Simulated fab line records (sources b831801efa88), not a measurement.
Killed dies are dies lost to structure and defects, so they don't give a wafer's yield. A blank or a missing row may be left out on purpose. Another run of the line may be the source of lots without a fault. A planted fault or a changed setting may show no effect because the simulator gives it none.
Which of the tools did it? | flow sky130 | 6 lots, 18 wafers sampled, at 2 steps of a route of 708

## WHAT THE GAUGES READ, wafer by wafer
SKY_SONOS_ONO_THK_MEAS_03.
lot  | measured     | on            | SONOS_ONO_CVD_02_THK (nm)
L504 | day 11 16:39 | film-metro-01 | 10.72 10.63 10.74
L509 | day 13 22:07 | film-metro-04 | 10.57 10.53 10.40
L511 | day 14 06:22 | film-metro-02 | 10.34 10.41 10.40
L516 | day 15 15:35 | film-metro-04 | 10.60 10.55 10.54
L523 | day 18 03:20 | film-metro-02 | 10.69 10.60 10.70
L526 | day 18 23:22 | film-metro-01 | 10.72 10.63 10.64

## WHAT TOOL EACH LOT RAN ON (gives the tool, then ch and the chambers of the sampled wafers, and finally the start)
lot  | SKY_VT_ADJUST_HVTP_STRIP_10
L504 | plasma-asher-03 ch 0,1, day 6 06:17
L509 | plasma-asher-02 ch 0,1, day 7 19:18
L511 | plasma-asher-04 ch 0,1, day 8 06:42
L516 | plasma-asher-02 ch 0,1, day 9 11:09
L523 | plasma-asher-04 ch 0,1, day 11 08:57
L526 | plasma-asher-03 ch 0,1, day 12 03:15
- SKY_VT_ADJUST_HVTP_STRIP_10: strips in O2/N2.

## THE ANSWER, worked out from the rows above alone
Rule: the usual values come from the lots themselves. The widest of any qualifying gaps counts: lots, ordered by their means at a reading, are off when they make up no more than a third of the lots, leave a main group of 4 or more, and stand apart from it by 3 or more times the standard deviation of that group's means. If all means in a main group match to the digits the tables above print for the reading, that group is not used. Also off: a lot with no number at a reading for which 4 or more lots have one. All remaining lots with rows at the step are treated as sound.
Across all readings shown, no lot is off: no conclusion can be drawn from this.

## WHAT THE SIMULATOR HAD PUT IN
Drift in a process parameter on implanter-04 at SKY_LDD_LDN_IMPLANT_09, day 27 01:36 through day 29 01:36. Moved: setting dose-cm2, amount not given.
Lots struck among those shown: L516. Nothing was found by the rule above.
